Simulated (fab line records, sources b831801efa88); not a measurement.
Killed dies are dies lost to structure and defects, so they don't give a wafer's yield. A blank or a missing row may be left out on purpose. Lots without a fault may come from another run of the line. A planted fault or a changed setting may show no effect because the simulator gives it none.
Which tool did it? | flow gf180mcu | 11 lots, 33 wafers sampled, at 2 steps of a route of 602

WHAT THE GAUGES READ, wafer by wafer
GF_STI_THK_MEAS_04.
lot  | measured    | on            | STI_CVD_03_THK (nm)
L112 | day 1 14:13 | film_metro-01 | 207.8 204.2 207.0
L113 | day 1 18:34 | film_metro-01 | 208.8 207.5 208.0
L114 | day 1 23:34 | film_metro-01 | 208.6 208.3 209.3
L118 | day 3 00:20 | film_metro-02 | 207.7 207.8 208.2
L125 | day 4 06:35 | film_metro-04 | 208.5 206.2 206.9
L126 | day 4 12:12 | film_metro-01 | 199.9 190.9 179.1
L128 | day 4 21:35 | film_metro-01 | 185.6 192.5 196.9
L129 | day 5 02:34 | film_metro-01 | 205.9 206.9 204.8
L130 | day 5 07:34 | film_metro-02 | 208.6 209.1 208.1
L132 | day 5 17:55 | film_metro-04 | 207.2 206.2 208.1
L134 | day 6 03:34 | film_metro-01 | 207.6 207.7 206.8

WHICH TOOL RAN EACH LOT (tool, then ch and the chambers of the sampled wafers, then the start)
lot  | GF_STI_CVD_03
L112 | lpcvd-01 ch 0, day 1 12:13
L113 | lpcvd-02 ch 1, day 1 16:34
L114 | lpcvd-02 ch 0, day 1 21:34
L118 | lpcvd-02 ch 1, day 2 22:19
L125 | lpcvd-02 ch 0, day 4 04:34
L126 | lpcvd-02 ch 1, day 4 10:13
L128 | lpcvd-02 ch 1, day 4 19:34
L129 | lpcvd-01 ch 0, day 5 00:34
L130 | lpcvd-01 ch 0, day 5 05:34
L132 | lpcvd-01 ch 0, day 5 15:52
L134 | lpcvd-01 ch 0, day 6 01:34
- GF_STI_CVD_03: deposits Si3N4 from DCS/NH3, target thk 207.16 nm, time 3551 s.

THE ANSWER, worked out from the rows above alone
Rule: what is usual is taken from the lots themselves. Put in order of their means at a reading, lots are off if they are a third of the lots or fewer, leave a main group of 4 or more, and stand apart from it by a gap of 3 or more times the standard deviation of the main group's means; of several such gaps the widest counts. A main group whose means are all the same, to the digits that the tables above print for the reading, isn't used. A lot without any number at a reading at which 4 lots or more have one is off too. The other lots that the step has rows for count as sound.
Off: L126, L128, at GF_STI_THK_MEAS_04 (STI_CVD_03_THK). The main group: mean 207.5 nm, standard deviation 0.91.
A tool fits if, at a process step before that reading, it ran every lot that is off, and no sound lot after the first of them. The gauges at GF_STI_THK_MEAS_04 are tried like those tools. One fits: lpcvd-02 at GF_STI_CVD_03. Its last sound lot is L125 (day 4 04:34), its first lot that is off L126 (day 4 10:13): a fault that began between those two fits.

WHAT THE SIMULATOR HAD PUT IN
Process parameter drift: lpcvd-02, from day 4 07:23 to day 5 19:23, at GF_STI_CVD_03. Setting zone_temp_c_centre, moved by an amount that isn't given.
Lots struck among those shown: L126, L128. The rule above found the same.
